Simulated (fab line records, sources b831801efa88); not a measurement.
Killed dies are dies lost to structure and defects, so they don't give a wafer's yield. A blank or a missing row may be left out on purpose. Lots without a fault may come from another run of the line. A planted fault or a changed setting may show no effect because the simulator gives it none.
A struck lot beside a sound one | flow sky130 | 20 steps out of a route of 708
Sound: wafers L583.1, L583.2, L583.5. Struck: wafer L596.2. (L596.4, L596.6 of the same lot were not struck and are left out.) The cause comes at the end.
At each step with rows: each side's tool, then ch and its chambers, then its first start. Under that, the readings that differ: sound wafers | struck wafers | difference of the means | sigmas: that difference in standard deviations of wafers without a fault.
alike: readings whose means differ by less than 2 such deviations, and words and numbers that are the same on both sides. not compared: withheld readings, readings that some wafer has no value for, bounds like >300 that may hide the same value, and numbers for which the record gives no deviation and whose values overlap.
The two part at a step that has a row with sigmas, a row that says differs or no value, or rows on one side only. Numbers that don't overlap but have no deviation are shown without sigmas and don't part them. A reading that every wafer of one side lacks parts them only if that side has two wafers or more.

first, 1 step without rows for these wafers: SKY_POLY_GATE_CVD_03 (deposits Si3N4 from DCS/NH3, target thk 75 nm, time 1290 s).
SKY_POLY_GATE_THK_MEAS_04:
  sound on film_metro-04, day 17 02:55; struck on film_metro-03, day 21 20:48
  alike: POLY_GATE_CVD_03_THK
then, 8 steps without rows for these wafers: SKY_POLY_GATE_DEHYDRATE_05 (time 60 s); SKY_POLY_GATE_HMDS_06 (prime time 60 s); SKY_POLY_GATE_COAT_07 (resist thk 110 nm); SKY_POLY_GATE_COAT_08 (resist thk 450 nm); SKY_POLY_GATE_SOFTBAKE_09 (time 90 s); SKY_POLY_GATE_EXPOSE_10 (exposes mask P1M, target cd 150 nm); SKY_POLY_GATE_PEB_11; SKY_POLY_GATE_DEVELOP_12 (develop time 60 s).
SKY_POLY_GATE_CD_MEAS_13: target cd 150 nm.
  sound on cd_sem-02, day 18 07:49; struck on cd_sem-02, day 23 03:20
  alike: cd_nm
SKY_POLY_GATE_OVL_MEAS_14:
  sound on overlay-01, day 18 07:56; struck on overlay-01, day 23 03:26
  alike: POLY_GATE_OVL
SKY_POLY_GATE_ETCH_15: etches BARC in N2/H2, stops on SiO2, time 118.5 s, target depth 110 nm.
  sound on rie_diel-04 ch 2,3, day 18 07:59; struck on rie_diel-02 ch 0, day 23 03:28
  reading                                          | sound             | struck | difference | sigmas
  model.KrF-thick_of_POLY_GATE_COAT_08.thk_nm (nm) | 344.1 343.5 343.8 | 303.7  | -40.1      |
  model.POLY_GATE.cd_nm (nm)                       | 150.5 152.2 149   | 140.4  | -10.2      |
  model.SiO2_of_SONOS_ONO_CVD_04.thk_nm (nm)       | 4.181 4.078 4.137 | 0      | -4         |
  alike: chamber_pressure_mTorr, drypump_motor_current_A, oes_product_au, throttle_valve_pct
  not compared: rf_hours_counter_h
SKY_POLY_GATE_ETCH_16: etches Si3N4 in CH3F/O2, stops on poly-Si, time 147.5 s, target depth 75 nm.
  sound on rie_diel-04 ch 2,3, day 18 08:04; struck on rie_diel-02 ch 0, day 23 03:33
  alike: O2_flow_sccm, chamber_pressure_mTorr, drypump_motor_current_A, oes_product_au, throttle_valve_pct
  not compared: rf_hours_counter_h
SKY_POLY_GATE_ETCH_17: etches poly-Si in HBr/Cl2, stops on SiO2, target depth 180 nm, time 70.5 s.
  sound on rie_si-01 ch 2,3, day 18 08:10; struck on rie_si-01 ch 2, day 23 03:39
  reading                                          | sound                | struck | difference | sigmas
  oes_product_au (a.u.)                            | 0.997 0.990 0.994    | 0.974  | -0.020     | -3
  throttle_valve_pct (%)                           | 33.681 33.678 33.688 | 33.703 | +0.021     | +2
  model.KrF-thick_of_POLY_GATE_COAT_08.thk_nm (nm) | 139 139.1 137.9      | 98.08  | -40.59     |
  model.POLY_GATE.cd_nm (nm)                       | 150.3 151.7 149.2    | 141    | -9         |
  model.SiO2_of_SONOS_ONO_CVD_04.thk_nm (nm)       | 4.181 4.078 4.122    | 0      | -4         |
  alike: chamber_pressure_mTorr, drypump_motor_current_A
  not compared: rf_hours_counter_h
SKY_POLY_GATE_STRIP_18: strips in O2/N2.
  sound on plasma_asher-01 ch 0,1, day 18 08:13; struck on plasma_asher-02 ch 1, day 23 03:42
  reading                      | sound             | struck | difference | sigmas
  oes_product_au (a.u.)        | 0.350 0.351 0.359 | 0.333  | -0.020     | -4
  strip_time_to_endpoint_s (s) | 3.156 3.143 3.137 | 2.694  | -0.451     | -17
  alike: chamber_pressure_mTorr, drypump_motor_current_A
  not compared: rf_hours_counter_h
then, 2 steps without rows for these wafers: SKY_POLY_GATE_CLEAN_19 (cleans in SC1/SC2, time 150 s); SKY_POLY_GATE_OXIDATION_20 (stabilise 600 s, purge 300 s, target thk 4 nm).
SKY_POLY_GATE_CD_MEAS_22:
  sound on cd_sem-02, day 18 11:20; struck on cd_sem-02, day 23 05:32
  reading    | sound             | struck | difference | sigmas
  cd_nm (nm) | 150.3 151.8 149.2 | 141.4  | -9.0       | -6
  not compared: hold
-- the record jumps here: 27 days lie between the struck wafers' starts before and after (it left off in module POLY_GATE and takes up again in module PAD_OPEN, whose first step shown is number 708 of the route) --
SKY_PAD_OPEN_PROBE_99:
  sound on prober-02, day 46 23:37; struck on prober-01, day 49 23:51
  reading             | sound    | struck                   | difference                   | sigmas
  hold                | - - -    | await_dispo/2.1h/release | no value on the sound wafers |
  killed_at_front_end | 11 18 20 | 415                      | +399                         | +95
  killed_dies         | 95 79 88 | 492                      | +405                         | +40
  killed_on_rim       | 20 20 19 | 96                       | +76                          | +19
  alike: killed_at_M0_to_M3, killed_at_M4_up, killed_at_contacts, killed_at_other, killed_open, killed_short

WHERE THEY PART
First at SKY_POLY_GATE_ETCH_17; last, within this record, at SKY_PAD_OPEN_PROBE_99.

WHY: what the simulator had put in
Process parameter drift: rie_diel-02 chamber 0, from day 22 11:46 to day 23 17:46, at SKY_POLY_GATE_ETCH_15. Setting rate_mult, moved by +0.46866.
